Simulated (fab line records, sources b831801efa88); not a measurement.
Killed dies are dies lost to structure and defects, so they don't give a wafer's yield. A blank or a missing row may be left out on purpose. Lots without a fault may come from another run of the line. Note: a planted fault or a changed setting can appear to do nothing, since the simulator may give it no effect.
Struck lot and sound lot, side by side :: flow sky130 :: 40 steps out of a route of 708
Sound: wafers L517.3, L517.4, L517.6. Wafers struck: L524.2, L524.5, L524.6. The cause is named last.
For every step that has rows: the tool of each side, followed by ch and its chambers, followed by its first start. Under that, the readings that differ: sound wafers :: struck wafers :: difference of the means :: sigmas: that difference in standard deviations of wafers without a fault.
alike: readings with means less than 2 such deviations apart, plus words and numbers identical on both sides. not compared: withheld readings, readings lacking a value on some wafer, bounds such as >300 that could conceal the same value, and numbers that have no deviation in the record and whose values overlap.
A row with sigmas, a row that says differs or no value, or rows on one side alone: a step with any of these is where the two part. Numbers that don't overlap but have no deviation are shown without sigmas and don't part them. A reading that every wafer of one side lacks parts them only if that side has two wafers or more.

first, 9 steps without rows for these wafers: SKY_LDD_P_COAT_02 (resist thk 1140 nm); SKY_LDD_P_SOFTBAKE_03 (time 60 s); SKY_LDD_P_EXPOSE_04 (exposes mask PSDM, target cd 380 nm); SKY_LDD_P_PEB_05; SKY_LDD_P_DEVELOP_06 (develop time 60 s); SKY_LDD_P_IMPLANT_09; SKY_LDD_P_STRIP_10 (strips in O2/N2); SKY_LDD_HVN_DEHYDRATE_00 (time 60 s); SKY_LDD_HVN_HMDS_01 (prime time 60 s).
SKY_LDD_HVN_COAT_02: resist thk 300 nm.
  sound on litho track-01 ch 0, day 23 10:27; struck on litho track-01, day 27 14:52
  no value came back on the struck wafers for chill plate temp C (C), dispense pressure kPa (kPa); on the sound wafers chill plate temp C (C) reads 23.37 23.10 23.14
then, 4 steps without rows for these wafers: SKY_LDD_HVN_SOFTBAKE_03 (time 60 s); SKY_LDD_HVN_EXPOSE_04 (exposes mask HVNTM, target cd 700 nm); SKY_LDD_HVN_PEB_05; SKY_LDD_HVN_DEVELOP_06 (develop time 60 s).
SKY_LDD_HVN_OVL_MEAS_07:
  sound: overlay-02 at day 24 02:32; struck: overlay-02 at day 28 04:31
reading: LDD_HVN_OVL (nm)
sound: 0.1 -0.7 -0.8
struck: - - -
difference: no value on the struck wafers
sigmas: 
then, 11 steps without rows for these wafers: SKY_LDD_HVN_IMPLANT_08; SKY_LDD_HVN_STRIP_09 (strips in O2/N2); SKY_LDD_HVP_DEHYDRATE_00 (time 60 s); SKY_LDD_HVP_HMDS_01 (prime time 60 s); SKY_LDD_HVP_COAT_02 (resist thk 300 nm); SKY_LDD_HVP_SOFTBAKE_03 (time 60 s); SKY_LDD_HVP_EXPOSE_04 (exposes mask HVPTM, target cd 700 nm); SKY_LDD_HVP_PEB_05; SKY_LDD_HVP_DEVELOP_06 (develop time 60 s); SKY_LDD_HVP_IMPLANT_08; SKY_LDD_HVP_STRIP_09 (strips in O2/N2).
SKY_LDD_HVP_TW_MEAS_10:
  sound: film metro-02 at day 25 08:23; struck: film metro-04 at day 29 09:06
reading: LDD_HVP_TW
sound: 449 452 451
struck: 1469 1464 1470
difference: +1017
sigmas: +99 or more
then, 9 steps without rows for these wafers: SKY_LDD_LDN_DEHYDRATE_00 (time 60 s); SKY_LDD_LDN_HMDS_01 (prime time 60 s); SKY_LDD_LDN_COAT_02 (resist thk 1140 nm); SKY_LDD_LDN_SOFTBAKE_03 (time 60 s); SKY_LDD_LDN_EXPOSE_04 (exposes mask LDNTM, target cd 700 nm); SKY_LDD_LDN_PEB_05; SKY_LDD_LDN_DEVELOP_06 (develop time 60 s); SKY_LDD_LDN_IMPLANT_08; SKY_LDD_LDN_IMPLANT_09.
SKY_LDD_LDN_TW_MEAS_13:
  sound: film metro-03 at day 26 13:28; struck: film metro-03 at day 30 14:03
reading: LDD_LDN_TW
sound: 1477 1473 1484
struck: 1817 1816 1821
difference: +340
sigmas: +24
-- the record jumps here: 2 days lie between the struck wafers' starts before and after (it left off in module LDD_LDN and takes up again in module SD_P, whose first step shown is number 331 of the route) --
SKY_SD_P_TW_MEAS_11:
  sound: film metro-02 at day 29 00:40; struck: film metro-02 at day 32 22:16
reading: SD_P_TW
sound: 2819 2801 2823
struck: 2907 2879 2885
difference: +76
sigmas: +5
SKY_RES_XHIGH_TW_MEAS_09:
  sound: film metro-01 at day 30 04:33; struck: film metro-02 at day 34 00:50
reading: RES_XHIGH_TW
sound: 1627 1620 1635
struck: 1889 1895 1905
difference: +269
sigmas: +29
-- the record jumps here: 17 days lie between the struck wafers' starts before and after (it left off in module RES_XHIGH and takes up again in module PAD_OPEN, whose first step shown is number 708 of the route) --
SKY_PAD_OPEN_PROBE_99:
  sound: prober-01 at day 48 06:31; struck: prober-01 at day 50 18:21
reading: killed at front end
sound: 10 17 12
struck: 417 442 431
difference: +417
sigmas: +93

reading: killed dies
sound: 66 93 80
struck: 492 492 492
difference: +412
sigmas: +43

reading: killed on rim
sound: 18 18 13
struck: 96 96 96
difference: +80
sigmas: +20
  alike: killed_at_M0_to_M3, killed_at_M4_up, killed at contacts, killed at other, killed open, killed short

WHERE THEY PART
Earliest at SKY_LDD_HVN_COAT_02; latest, in this record, at SKY_PAD_OPEN_PROBE_99.

WHY: whatever the simulator had introduced
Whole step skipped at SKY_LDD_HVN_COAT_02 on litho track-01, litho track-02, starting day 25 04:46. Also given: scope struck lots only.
